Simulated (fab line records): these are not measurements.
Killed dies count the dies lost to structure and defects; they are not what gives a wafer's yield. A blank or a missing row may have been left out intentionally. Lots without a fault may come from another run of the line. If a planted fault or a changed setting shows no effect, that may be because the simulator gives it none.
Chamber matching / flow sky130 / SKY_VIA2_CMP_02 on cmp-01 has 4 sister chambers
The step polishes SiO2. 18 wafers are shown with their chamber, then 9 later ones without.

WAFERS PAIRED WITH THEIR CHAMBERS
wafer=L849.1; chamber=1; motor current A (A)=11.7; retaining ring pressure frac=1.005; slurry filter dp kPa (kPa)=13.54
wafer=L849.2; chamber=0; motor current A (A)=12.4; retaining ring pressure frac=1.003; slurry filter dp kPa (kPa)=13.51
wafer=L849.3; chamber=2; motor current A (A)=10.8; retaining ring pressure frac=1.011; slurry filter dp kPa (kPa)=13.57
wafer=L851.2; chamber=0; motor current A (A)=13.1; retaining ring pressure frac=1.002; slurry filter dp kPa (kPa)=13.34
wafer=L851.4; chamber=3; motor current A (A)=11.2; retaining ring pressure frac=1.006; slurry filter dp kPa (kPa)=13.54
wafer=L851.5; chamber=0; motor current A (A)=13.0; retaining ring pressure frac=1.002; slurry filter dp kPa (kPa)=13.54
wafer=L853.2; chamber=3; motor current A (A)=11.4; retaining ring pressure frac=0.992; slurry filter dp kPa (kPa)=13.63
wafer=L853.3; chamber=0; motor current A (A)=12.6; retaining ring pressure frac=0.997; slurry filter dp kPa (kPa)=13.47
wafer=L853.5; chamber=2; motor current A (A)=10.1; retaining ring pressure frac=1.000; slurry filter dp kPa (kPa)=13.54
wafer=L857.2; chamber=0; motor current A (A)=12.5; retaining ring pressure frac=0.987; slurry filter dp kPa (kPa)=13.74
wafer=L857.3; chamber=3; motor current A (A)=11.3; retaining ring pressure frac=0.999; slurry filter dp kPa (kPa)=13.34
wafer=L857.6; chamber=3; motor current A (A)=11.0; retaining ring pressure frac=0.998; slurry filter dp kPa (kPa)=13.56
wafer=L860.2; chamber=3; motor current A (A)=11.5; retaining ring pressure frac=0.994; slurry filter dp kPa (kPa)=13.70
wafer=L860.5; chamber=1; motor current A (A)=11.6; retaining ring pressure frac=1.002; slurry filter dp kPa (kPa)=13.44
wafer=L860.6; chamber=0; motor current A (A)=13.3; retaining ring pressure frac=0.996; slurry filter dp kPa (kPa)=13.55
wafer=L862.4; chamber=3; motor current A (A)=11.2; retaining ring pressure frac=1.004; slurry filter dp kPa (kPa)=13.58
wafer=L862.5; chamber=1; motor current A (A)=10.9; retaining ring pressure frac=0.998; slurry filter dp kPa (kPa)=13.64
wafer=L862.6; chamber=0; motor current A (A)=12.9; retaining ring pressure frac=1.004; slurry filter dp kPa (kPa)=13.38

SIGNATURES (averages over the wafers above)
reading=motor current A; chamber 0=12.829; chamber 1=11.400; chamber 2=10.450; chamber 3=11.267; scatter within a chamber=0.322
reading=retaining ring pressure frac; chamber 0=0.99871; chamber 1=1.00167; chamber 2=1.00550; chamber 3=0.99883; scatter within a chamber=0.00567
reading=slurry filter dp kPa; chamber 0=13.5043; chamber 1=13.5400; chamber 2=13.5550; chamber 3=13.5583; scatter within a chamber=0.119
Rule: a wafer lies at a distance from a chamber equal to the root of the sum of squares, over the readings, of (its reading less the chamber's mean, divided by the reading's scatter). If the next closest chamber is less than 2 further off than the closest, the wafer can't be placed; otherwise it belongs to the closest. The scatter is the square root of a quotient: the sum, over the shown wafers, of each reading's squared deviation from its chamber's mean, divided by wafers minus chambers.

WAFERS WHOSE CHAMBER IS MISSING
wafer=L863.1; motor current A (A)=11.1; retaining ring pressure frac=1.000; slurry filter dp kPa (kPa)=13.47
wafer=L863.4; motor current A (A)=12.7; retaining ring pressure frac=0.997; slurry filter dp kPa (kPa)=13.60
wafer=L863.6; motor current A (A)=12.7; retaining ring pressure frac=1.000; slurry filter dp kPa (kPa)=13.35
wafer=L865.3; motor current A (A)=11.2; retaining ring pressure frac=0.998; slurry filter dp kPa (kPa)=13.48
wafer=L865.4; motor current A (A)=10.6; retaining ring pressure frac=1.012; slurry filter dp kPa (kPa)=13.45
wafer=L865.6; motor current A (A)=11.4; retaining ring pressure frac=0.998; slurry filter dp kPa (kPa)=13.40
wafer=L866.2; motor current A (A)=11.5; retaining ring pressure frac=0.999; slurry filter dp kPa (kPa)=13.55
wafer=L866.4; motor current A (A)=12.9; retaining ring pressure frac=0.998; slurry filter dp kPa (kPa)=13.32
wafer=L866.6; motor current A (A)=11.1; retaining ring pressure frac=0.998; slurry filter dp kPa (kPa)=13.57

WHICH CHAMBER EACH WENT THROUGH
wafer=L863.1; from the rows above=can't be placed: 3 or 1 or 2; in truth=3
wafer=L863.4; from the rows above=0; in truth=0
wafer=L863.6; from the rows above=0; in truth=0
wafer=L865.3; from the rows above=can't be placed: 3 or 1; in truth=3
wafer=L865.4; from the rows above=can't be placed: 2 or 1 or 3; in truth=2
wafer=L865.6; from the rows above=can't be placed: 1 or 3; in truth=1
wafer=L866.2; from the rows above=can't be placed: 1 or 3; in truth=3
wafer=L866.4; from the rows above=0; in truth=0
wafer=L866.6; from the rows above=can't be placed: 3 or 1 or 2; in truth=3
Placed correctly: 3 of 9. Unplaceable from these rows: 6, with the true chamber sitting among the candidates in 6. Wrongly placed: 0.
